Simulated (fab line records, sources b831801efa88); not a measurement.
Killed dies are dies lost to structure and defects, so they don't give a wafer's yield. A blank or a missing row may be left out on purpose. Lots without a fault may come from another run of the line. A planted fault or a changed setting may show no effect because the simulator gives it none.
One fault seen from 2 desks | flow gf180mcu | each desk has only its own numbers; what lay behind them comes last

THE TOOL OWNER'S DESK: implanter-03
The tool's own readings at GF_NWELL_IMPLANT_09: means of the sampled wafers that have a number, for each lot that ran on this tool. A lot is out of limits, marked OUT, if its mean lies more than 4 standard deviations from the usual mean; the brackets give that distance.
Columns: A = beam_energy_keV at GF_NWELL_IMPLANT_09, usual 159.99
lot  | first seen here | A
L601 | day 3 20:42     | 160.04
L613 | day 6 12:08     | 169.74 (+99 or more) OUT
L614 | day 6 20:13     | 169.76 (+99 or more) OUT
L615 | day 7 02:47     | 169.73 (+99 or more) OUT
This desk's finding: out of limits on L613, L614, L615; first on L613, day 6 12:08 (beam_energy_keV at GF_NWELL_IMPLANT_09). In limits: L601.

THE METROLOGY DESK
What the gauges read, lot by lot, whatever tool the lot ran on: means of the sampled wafers that have a number. A lot is out of limits, marked OUT, if its mean lies more than 4 standard deviations from the usual mean; the brackets give that distance.
Columns: A = DNWELL_TW at GF_DNWELL_TW_MEAS_09, usual 1354; B = NWELL_OVL at GF_NWELL_OVL_MEAS_07, usual -0.8 nm
lot  | first seen here | A    | B
L600 | day 3 01:35     | 1340 | -2.6
L601 | day 3 07:29     | 1354 | 0.5
L610 | day 5 03:16     | 1345 | 1.9
L613 | day 5 21:07     | 1352 | -0.9
L614 | day 6 05:01     | 1368 | -0.3
L615 | day 6 11:13     | 1363 | 1.1
L619 | day 7 07:02     | 1360 | -0.4
This desk's finding: nothing out of limits on any of the 7 lots.

PUT TOGETHER
The tool owner's desk could have raised an alarm at day 6 12:08, on L613, L614, L615.
The metrology desk saw nothing out of limits.
The metrology desk has L613, L614, L615 on record, within its limits.
Of the lots named, all ran GF_NWELL_IMPLANT_09 on implanter-03.

WHAT THE SIMULATOR HAD PUT IN
Process parameter drift: implanter-03, from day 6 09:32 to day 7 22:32, at GF_NWELL_IMPLANT_09. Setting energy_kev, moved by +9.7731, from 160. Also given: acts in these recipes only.
Lots struck among those shown: L613, L614, L615.
Hours from the fault's start to each desk's first reading out of limits: the tool owner's desk, 3.
